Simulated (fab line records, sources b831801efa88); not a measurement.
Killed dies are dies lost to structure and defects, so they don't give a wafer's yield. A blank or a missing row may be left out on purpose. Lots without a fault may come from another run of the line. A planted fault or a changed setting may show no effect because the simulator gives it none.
fab line records | flow sfq_line
record lots=15 wafers=45 last_day=88
route steps=325 shown L0@3 M0@39 I2@116 M3@128
lots that met no fault: from a run of the same line without faults
start_h: hours from the record's first day to the start of the lot's first wafer shown | wait_h: hours since the lot's step before | " the same as in the row above | L1.1+2: a row that stands for several wafers | - no value, or no start given | * or withheld: withheld | < > ~ a bound
route shown NAME@n: a module of which the file shows steps, and the number in the route of the first | usual: mean/standard deviation of fault-free wafers | same: alike in all rows | chamber/n: place in a boat | sites: the reading at each site | _std_site: their standard deviation | _edge_site: outer sites' mean less inner sites' | radius_mm: how far each site lies from the wafer's centre | mask NAME#n: copy n | behind: the tool/chamber that last shaped the wafer | hold: why the lot was held/for how many hours/how that ended | device: the transistor (n, p or np) that didn't switch | end of line: the same wafers' tests at the end of the route | a step without rows: its recipe alone | killed: dies lost to structure and defects at the first sort, not the wafer's yield | map: a wafer's dies, x killed, . not, _ none there
set.NAME: the setting as run; set.NAME@STEP: as run at that earlier step | model.NAME: the simulator's own value behind a step, which no gauge read
steps of the route over a sample of lots; a table a step, a row a wafer
services: from which hour (start_h, from the record's first day; less than 0 if before it) a tool's chamber was out of use, for how many hours, and why
## steps
# step SFQ_TRILAYER_L0_DEP_SPUTTER_003
# recipe material=MoNx_KI base_pressure_pa=1.33e-06 target_thk_nm=40 power_w=800 time_s=100 chamber_pressure_pa=0.4
# usual cathode_dc_power_W=799.99/0.15 throttle_valve_pct=29.5/0.86
# columns lot.wafer tool chamber start_h wait_h cathode_dc_power_W throttle_valve_pct
L363.1 pvd_sputter-05 - 12.49 0.0 799.89 30.5
L363.4 " - " " 799.93 30.1
L363.5 " - " " 800.00 28.4
L364.1 pvd_sputter-03 - 17.49 0.0 800.16 30.2
L364.3 " - " " 799.89 29.4
L364.5 " - " " 800.14 29.5
L365.3 pvd_sputter-03 - 22.49 0.0 800.07 29.2
L365.5 " - " " 799.75 30.5
L365.6 " - " " 799.97 29.3
L367.1 pvd_sputter-03 - 32.49 0.0 799.84 29.2
L367.2 " - " " 800.03 28.9
L367.3 " - " " 799.73 30.0
L368.2 pvd_sputter-03 - 37.49 0.0 906.57 29.6
L368.3 " - " " 906.86 29.2
L368.5 " - " " 906.47 30.0
L369.1 pvd_sputter-04 - 42.49 0.0 799.90 27.5
L369.3 " - " " 799.92 29.8
L369.5 " - " " 799.81 30.9
L370.1 pvd_sputter-05 - 47.49 0.0 799.99 29.8
L370.2 " - " " 800.07 30.4
L370.6 " - " " 800.03 29.2
L371.1 pvd_sputter-03 - 52.49 0.0 906.99 29.2
L371.3 " - " " 906.62 29.1
L371.5 " - " " 906.75 29.3
L372.3 pvd_sputter-04 - 57.49 0.0 800.22 27.8
L372.4 " - " " 800.01 29.6
L372.6 " - " " 800.03 29.3
L373.1 pvd_sputter-03 - 62.49 0.0 906.52 29.8
L373.5 " - " " 906.69 30.1
L373.6 " - " " 906.88 29.0
L378.1 pvd_sputter-05 - 87.49 0.0 799.77 28.5
L378.2 " - " " 800.05 30.0
L378.4 " - " " 799.96 30.7
L379.2 pvd_sputter-04 - 92.49 0.0 799.62 27.6
L379.5 " - " " 800.13 29.5
L379.6 " - " " 799.92 27.6
L383.1 pvd_sputter-04 - 112.49 0.0 799.85 30.8
L383.2 " - " " 800.06 29.2
L383.5 " - " " 799.98 30.9
L385.1 pvd_sputter-03 - 122.49 0.0 799.92 29.5
L385.2 " - " " 799.98 30.0
L385.4 " - " " 800.01 30.4
L386.1 pvd_sputter-05 - 127.49 0.0 799.83 30.4
L386.2 " - " " 800.05 29.4
L386.5 " - " " 799.75 30.5
# step SFQ_L0_RS_MEAS_901
# recipe thk_meas_gauge=four-point-probe reads=MoNx_KI_of_TRILAYER_L0_DEP_SPUTTER_003
# usual L0_MONX_KI_RS=43.3/0.46
# columns lot.wafer tool chamber start_h wait_h L0_MONX_KI_RS[ohm/sq]
L363.1 film_metro-02 - 12.56 0.0 44.0
L363.4 " - " " 43.3
L363.5 " - " " 43.9
L364.1 film_metro-02 - 17.56 0.0 43.5
L364.3 " - " " 43.5
L364.5 " - " " 43.5
L365.3 film_metro-03 - 22.60 0.1 43.1
L365.5 " - " " 43.3
L365.6 " - " " 43.8
L367.1 film_metro-02 - 32.56 0.0 44.1
L367.2 " - " " 43.5
L367.3 " - " " 43.7
L368.2 film_metro-03 - 37.58 0.1 37.4
L368.3 " - " " 37.9
L368.5 " - " " 37.5
L369.1 film_metro-04 - 42.56 0.0 43.0
L369.3 " - " " 43.4
L369.5 " - " " 43.0
L370.1 film_metro-04 - 47.56 0.0 43.0
L370.2 " - " " 43.5
L370.6 " - " " 42.9
L371.1 film_metro-02 - 52.56 0.0 37.8
L371.3 " - " " 38.0
L371.5 " - " " 38.0
L372.3 film_metro-02 - 57.60 0.1 42.9
L372.4 " - " " 42.9
L372.6 " - " " 43.1
L373.1 film_metro-04 - 62.56 0.0 38.0
L373.5 " - " " 38.3
L373.6 " - " " 38.2
L378.1 film_metro-03 - 87.56 0.0 43.7
L378.2 " - " " 43.6
L378.4 " - " " 44.3
L379.2 film_metro-03 - 92.58 0.1 43.6
L379.5 " - " " 44.0
L379.6 " - " " 43.7
L383.1 film_metro-03 - 112.56 0.0 41.9
L383.2 " - " " 42.4
L383.5 " - " " 42.2
L385.1 film_metro-03 - 122.56 0.0 43.4
L385.2 " - " " 43.2
L385.4 " - " " 43.7
L386.1 film_metro-04 - 127.56 0.0 44.0
L386.2 " - " " 43.6
L386.5 " - " " 43.9
# step SFQ_L0_THK_MEAS_902
# recipe thk_meas_gauge=xrf reads=MoNx_KI_of_TRILAYER_L0_DEP_SPUTTER_003
# usual L0_MONX_KI_THK=40.4/0.48
# columns lot.wafer tool chamber start_h wait_h L0_MONX_KI_THK[nm]
L363.1 film_metro-02 - 12.68 0.1 39.8
L363.4 " - " " 40.4
L363.5 " - " " 39.8
L364.1 film_metro-02 - 17.68 0.1 40.1
L364.3 " - " " 40.0
L364.5 " - " " 40.2
L365.3 film_metro-03 - 22.70 0.1 40.4
L365.5 " - " " 40.3
L365.6 " - " " 39.8
L367.1 film_metro-02 - 32.68 0.1 39.2
L367.2 " - " " 40.0
L367.3 " - " " 39.8
L368.2 film_metro-03 - 37.69 0.1 46.9
L368.3 " - " " 46.1
L368.5 " - " " 46.5
L369.1 film_metro-04 - 42.68 0.1 40.8
L369.3 " - " " 40.7
L369.5 " - " " 40.8
L370.1 film_metro-04 - 47.68 0.1 40.9
L370.2 " - " " 40.3
L370.6 " - " " 40.8
L371.1 film_metro-02 - 52.68 0.1 46.2
L371.3 " - " " 45.8
L371.5 " - " " 46.1
L372.3 film_metro-02 - 57.70 0.1 41.1
L372.4 " - " " 40.7
L372.6 " - " " 40.4
L373.1 film_metro-04 - 62.68 0.1 45.9
L373.5 " - " " 45.6
L373.6 " - " " 45.9
L378.1 film_metro-03 - 87.68 0.1 39.7
L378.2 " - " " 40.1
L378.4 " - " " 39.3
L379.2 film_metro-03 - 92.69 0.1 40.4
L379.5 " - " " 39.5
L379.6 " - " " 39.9
L383.1 film_metro-03 - 112.68 0.1 41.8
L383.2 " - " " 41.2
L383.5 " - " " 41.1
L385.1 film_metro-03 - 122.68 0.1 40.3
L385.2 " - " " 40.5
L385.4 " - " " 39.8
L386.1 film_metro-04 - 127.68 0.1 40.0
L386.2 " - " " 40.4
L386.5 " - " " 40.1
# step SFQ_TRILAYER_L0_ETCH_METAL_ETCH_008
# recipe target=MoNx_KI stop_on=SiO2 mask_material=PR chemistry=SF6/O2 target_depth_nm=50 icp_w=600 bias_w=80 pressure_mtorr=10 time_s=25
# usual drypump_motor_current_A=5.90/0.29 oes_product_au=0.875/0.0073
# columns lot.wafer tool chamber start_h wait_h drypump_motor_current_A oes_product_au rf_hours_counter_h
L363.1 rie_metal-01 1 81.57 0.0 5.59 0.866 24
L363.4 " 1 " " 5.60 0.874 -
L363.5 " 0 " " 5.59 0.870 -
L364.1 rie_metal-01 1 89.97 0.0 5.62 0.884 26
L364.3 " 0 " " 5.58 0.870 -
L364.5 " 1 " " 5.61 0.872 -
L365.3 rie_metal-01 1 95.99 0.0 5.60 0.871 -
L365.5 " 0 " " 5.59 0.877 -
L365.6 " 1 " " 5.60 0.873 -
L367.1 rie_metal-01 0 107.47 0.0 5.57 0.870 109
L367.2 " 1 " " 5.62 0.870 30
L367.3 " 0 " " 5.57 0.874 -
L368.2 rie_metal-04 1 112.27 0.0 5.93 0.966 22
L368.3 " 1 " " 5.93 0.943 -
L368.5 " 1 " " 5.94 0.947 -
L369.1 rie_metal-04 1 118.27 0.0 5.94 0.881 23
L369.3 " 1 " " 5.94 0.880 -
L369.5 " 1 " " 5.94 0.876 -
L370.1 rie_metal-03 1 121.87 0.0 6.02 0.887 16
L370.2 " 0 " " 6.47 0.861 91
L370.6 " 1 " " 6.02 0.881 -
L371.1 rie_metal-01 1 128.91 0.0 5.61 0.943 33
L371.3 " 1 " " 5.61 0.948 -
L371.5 " 0 " " 5.58 0.944 -
L372.3 rie_metal-03 0 133.73 0.0 6.48 0.882 -
L372.4 " 1 " " 6.01 0.878 -
L372.6 " 0 " " 6.49 0.876 -
L373.1 rie_metal-04 0 139.71 0.0 5.77 0.949 40
L373.5 " 0 " " 5.77 0.937 -
L373.6 " 1 " " 5.90 0.941 -
L378.1 rie_metal-01 0 164.71 0.0 5.57 0.878 117
L378.2 " 1 " " 5.62 0.874 38
L378.4 " 1 " " 5.61 0.867 -
L379.2 rie_metal-04 0 169.51 0.0 5.81 0.874 45
L379.5 " 1 " " 5.95 0.859 -
L379.6 " 0 " " 5.77 0.865 -
L383.1 rie_metal-03 1 201.83 0.0 6.02 0.887 27
L383.2 " 0 " " 6.49 0.891 102
L383.5 " 1 " " 6.02 0.878 -
L385.1 rie_metal-01 0 219.74 0.0 5.59 0.865 126
L385.2 " 1 " " 5.61 0.874 47
L385.4 " 0 " " 5.59 0.877 -
L386.1 rie_metal-04 0 226.94 0.0 5.80 0.866 55
L386.2 " 1 " " 5.94 0.870 42
L386.5 " 0 " " 5.81 0.865 -
# step SFQ_TRILAYER_M0_BARC_OPEN_METAL_ETCH_031
# recipe mask_material=PR chemistry=O2 target_depth_nm=125 target=BARC icp_w=600 bias_w=80 pressure_mtorr=10 time_s=41.7
# usual drypump_motor_current_A=5.68/0.17 oes_product_au=0.685/0.0047
# columns lot.wafer tool chamber start_h wait_h drypump_motor_current_A oes_product_au rf_hours_counter_h
L363.1 rie_metal-01 0 264.12 0.0 5.58 0.683 133
L363.4 " 1 " " 5.61 0.687 -
L363.5 " 0 " " 5.57 0.690 -
L364.1 rie_metal-04 0 273.84 0.0 5.77 0.688 59
L364.3 " 0 " " 5.78 0.682 -
L364.5 " 1 " " 5.94 0.680 -
L365.3 rie_metal-02 0 284.46 0.0 5.77 0.685 -
L365.5 " 1 " " 5.39 0.689 -
L365.6 " 1 " " 5.40 0.684 -
L367.1 rie_metal-04 0 308.22 0.0 5.79 0.691 64
L367.2 " 1 " " 5.93 0.693 51
L367.3 " 0 " " 5.79 0.686 -
L368.2 rie_metal-04 0 314.22 0.0 5.78 0.675 65
L368.3 " 0 " " 5.79 0.679 -
L368.5 " 1 " " 5.91 0.689 -
L369.1 rie_metal-01 1 322.62 0.0 5.61 0.681 62
L369.3 " 0 " " 5.57 0.681 -
L369.5 " 1 " " 5.60 0.689 -
L370.1 rie_metal-04 0 332.13 0.0 5.78 0.695 67
L370.2 " 1 " " 5.94 0.688 54
L370.6 " 0 " " 5.79 0.686 -
L371.1 rie_metal-02 0 340.53 0.0 5.72 0.685 91
L371.3 " 0 " " 5.74 0.684 -
L371.5 " 0 " " 5.75 0.685 -
L372.3 rie_metal-04 1 350.15 0.0 5.93 0.684 -
L372.4 " 0 " " 5.77 0.675 -
L372.6 " 0 " " 5.76 0.681 -
L373.1 rie_metal-02 1 355.64 0.0 5.37 0.685 1
L373.5 " 0 " " 5.73 0.676 -
L373.6 " 1 " " 5.39 0.680 -
L378.1 rie_metal-02 0 395.38 0.0 5.71 0.677 99
L378.2 " 0 " " 5.72 0.689 -
L378.4 " 0 " " 5.69 0.678 -
L379.2 rie_metal-01 0 401.54 0.0 5.58 0.678 151
L379.5 " 0 " " 5.58 0.682 -
L379.6 " 1 " " 5.63 0.691 -
L383.1 rie_metal-02 1 439.55 0.0 5.38 0.685 8
L383.2 " 0 " " 5.69 0.688 106
L383.5 " 0 " " 5.72 0.680 -
L385.1 rie_metal-01 1 470.74 0.0 5.61 0.688 81
L385.2 " 0 " " 5.58 0.683 160
L385.4 " 0 " " 5.57 0.677 -
L386.1 rie_metal-02 0 477.94 0.0 5.72 0.693 111
L386.2 " 1 " " 5.40 0.688 14
L386.5 " 1 " " 5.39 0.684 -
# step SFQ_TRILAYER_I2_VIA_STRIP_STRIP_071
# recipe gas=O2 power_w=200 platen_temp_c=40 overash_fraction=0.65 chemistry=O2 pressure_mtorr=50
# usual drypump_motor_current_A=5.8/0.35 oes_product_au=0.997/0.009 platen_temp_c=40.01/0.099
# columns lot.wafer tool chamber start_h wait_h drypump_motor_current_A oes_product_au platen_temp_c rf_hours_counter_h
L363.1 rie_metal-03 0 850.63 - 6.5 0.965 39.98 39
L363.4 " 1 " " 6.0 0.996 39.92 -
L363.5 " 0 " " 6.5 0.983 40.07 -
L364.1 rie_metal-02 1 913.26 - 5.4 0.996 40.04 67
L364.3 " 0 " " 5.7 0.996 40.02 -
L364.5 " 1 " " 5.4 1.003 39.92 -
L365.3 rie_metal-01 1 915.86 - 5.6 0.990 39.99 -
L365.5 " 0 " " 5.6 1.006 39.95 -
L365.6 " 1 " " 5.6 0.995 40.08 -
L367.1 rie_metal-03 1 922.86 - 6.0 0.992 40.01 120
L367.2 " 0 " " 6.4 0.981 40.10 49
L367.3 " 0 " " 6.5 0.980 40.03 -
L368.2 rie_metal-03 1 932.46 - 6.0 1.003 39.97 121
L368.3 " 0 " " 6.4 0.976 40.07 -
L368.5 " 1 " " 6.0 0.987 40.04 -
L369.1 rie_metal-01 1 936.06 - 5.6 0.984 40.06 9
L369.3 " 0 " " 5.6 0.998 40.31 -
L369.5 " 0 " " 5.6 0.996 40.17 -
L370.1 rie_metal-02 0 948.50 - 5.7 0.985 39.91 26
L370.2 " 1 " " 5.4 0.994 40.06 72
L370.6 " 1 " " 5.4 1.002 40.00 -
L371.1 rie_metal-03 0 959.52 - 6.4 0.990 39.91 55
L371.3 " 0 " " 6.5 0.993 39.79 -
L371.5 " 0 " " 6.4 0.996 39.96 -
L372.3 rie_metal-02 1 960.70 - 5.4 1.007 40.03 -
L372.4 " 0 " " 5.7 0.989 40.00 -
L372.6 " 0 " " 5.7 0.993 39.98 -
L373.1 rie_metal-01 0 965.30 - 5.6 1.010 39.91 70
L373.5 " 0 " " 5.6 0.998 39.84 -
L373.6 " 1 " " 5.6 1.008 40.11 -
L378.1 rie_metal-02 0 1008.62 - 5.7 1.005 39.97 35
L378.2 " 1 " " 5.4 1.001 40.05 79
L378.4 " 1 " " 5.4 1.006 40.10 -
L379.2 rie_metal-02 1 1014.82 - 5.4 0.996 40.00 -
L379.5 " 1 " " 5.4 1.003 40.05 -
L379.6 " 1 " " 5.4 1.000 40.04 -
L383.1 rie_metal-03 0 1174.50 - 6.4 0.996 40.02 84
L383.2 " 1 " " 6.0 1.014 40.07 24
L383.5 " 0 " " 6.4 0.983 40.14 -
L385.1 rie_metal-01 1 1184.10 - 5.6 0.987 39.85 45
L385.2 " 0 " " 5.6 1.008 40.13 98
L385.4 " 0 " " 5.6 1.000 40.09 -
L386.1 rie_metal-03 0 1188.90 - 6.5 0.987 39.93 87
L386.2 " 1 " " 6.0 1.012 40.15 27
L386.5 " 0 " " 6.5 0.984 39.94 -
# step SFQ_M3_OVL_MEAS_921
# usual M3_OVL=1/6
# columns lot.wafer tool chamber start_h wait_h M3_OVL[nm]
L363.1 overlay-01 - 853.98 0.1 -1
L363.4 " - " " 4
L363.5 " - " " 5
L364.1 overlay-02 - 916.60 0.1 2
L364.3 " - " " 4
L364.5 " - " " 4
L365.3 overlay-01 - 919.01 0.1 -2
L365.5 " - " " 0
L365.6 " - " " -4
L367.1 overlay-02 - 931.51 0.1 -11
L367.2 " - " " -17
L367.3 " - " " -15
L368.2 overlay-02 - 1080.54 0.1 11
L368.3 " - " " 12
L368.5 " - " " 10
L369.1 overlay-02 - 1085.33 0.1 4
L369.3 " - " " 3
L369.5 " - " " -4
L370.1 overlay-02 - 1097.33 0.1 2
L370.2 " - " " -1
L370.6 " - " " 3
L371.1 overlay-02 - 1109.33 0.1 7
L371.3 " - " " 6
L371.5 " - " " 10
L372.3 overlay-01 - 1110.54 0.1 9
L372.4 " - " " 7
L372.6 " - " " 7
L373.1 overlay-01 - 1114.13 0.1 3
L373.5 " - " " 3
L373.6 " - " " 2
L378.1 overlay-02 - 1137.51 0.1 -6
L378.2 " - " " 7
L378.4 " - " " 9
L379.2 overlay-02 - 1142.31 0.1 -9
L379.5 " - " " -2
L379.6 " - " " -7
L383.1 overlay-02 - 1251.03 0.1 3
L383.2 " - " " 4
L383.5 " - " " 3
L385.1 overlay-02 - 1258.23 0.1 -5
L385.2 " - " " -3
L385.4 " - " " -5
L386.1 overlay-02 - 1263.03 0.1 5
L386.2 " - " " 4
L386.5 " - " " 8
## services
# columns tool chamber start_h hours kind
rie_metal-04 1 -11.16 17.0 repair
rie_metal-04 0 -5.30 6.1 repair
rie_metal-02 1 23.49 7.5 repair
rie_metal-04 - 245.40 15.6 pm
rie_metal-01 - 247.88 2.8 pm
rie_metal-02 0 320.70 3.0 repair
rie_metal-04 - 363.64 0.2 repair
rie_metal-02 1 390.89 26.5 repair
rie_metal-02 0 430.96 2.9 repair
rie_metal-04 0 473.65 6.4 repair
rie_metal-02 - 532.35 2.8 pm
rie_metal-04 - 623.98 1.4 pm
rie_metal-02 1 653.68 30.1 repair
rie_metal-02 - 697.77 1.3 repair
rie_metal-02 0 784.88 5.5 repair
rie_metal-04 0 793.62 7.3 repair
rie_metal-01 - 829.27 0.5 repair
rie_metal-01 1 847.35 1.7 repair
rie_metal-02 - 878.46 0.9 repair
rie_metal-02 1 965.01 9.9 repair
rie_metal-02 - 1007.22 1.4 pm
rie_metal-02 0 1009.54 15.0 repair
rie_metal-01 - 1049.94 0.4 repair
rie_metal-01 0 1168.97 6.5 repair
## key
first_sign step=SFQ_TRILAYER_L0_DEP_SPUTTER_003 reading=cathode_dc_power_W direction=up sigmas=99+ usual=799.99 struck=906.71
effect step=SFQ_L0_RS_MEAS_901 reading=L0_MONX_KI_RS direction=down sigmas=12 usual=43.3 struck=37.9
effect step=SFQ_L0_THK_MEAS_902 reading=L0_MONX_KI_THK direction=up sigmas=12 usual=40.4 struck=46.1
effect step=SFQ_TRILAYER_L0_ETCH_METAL_ETCH_008 reading=oes_product_au direction=up sigmas=9.8 usual=0.875 struck=0.946
met_at SFQ_TRILAYER_L0_DEP_SPUTTER_003
struck_lots L368,L371,L373
not_acting_at SFQ_TRILAYER_M0_BARC_OPEN_METAL_ETCH_031,SFQ_TRILAYER_I2_VIA_STRIP_STRIP_071,SFQ_M3_OVL_MEAS_921
onset_between 32.49 37.49
fault kind=process_parameter_drift tool=pvd_sputter-03 chamber=- onset_h=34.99 steps=SFQ_TRILAYER_L0_DEP_SPUTTER_003 channel=power_w offset=106.74 shape=step end_h=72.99 acts_in=these_recipes_only stated=800
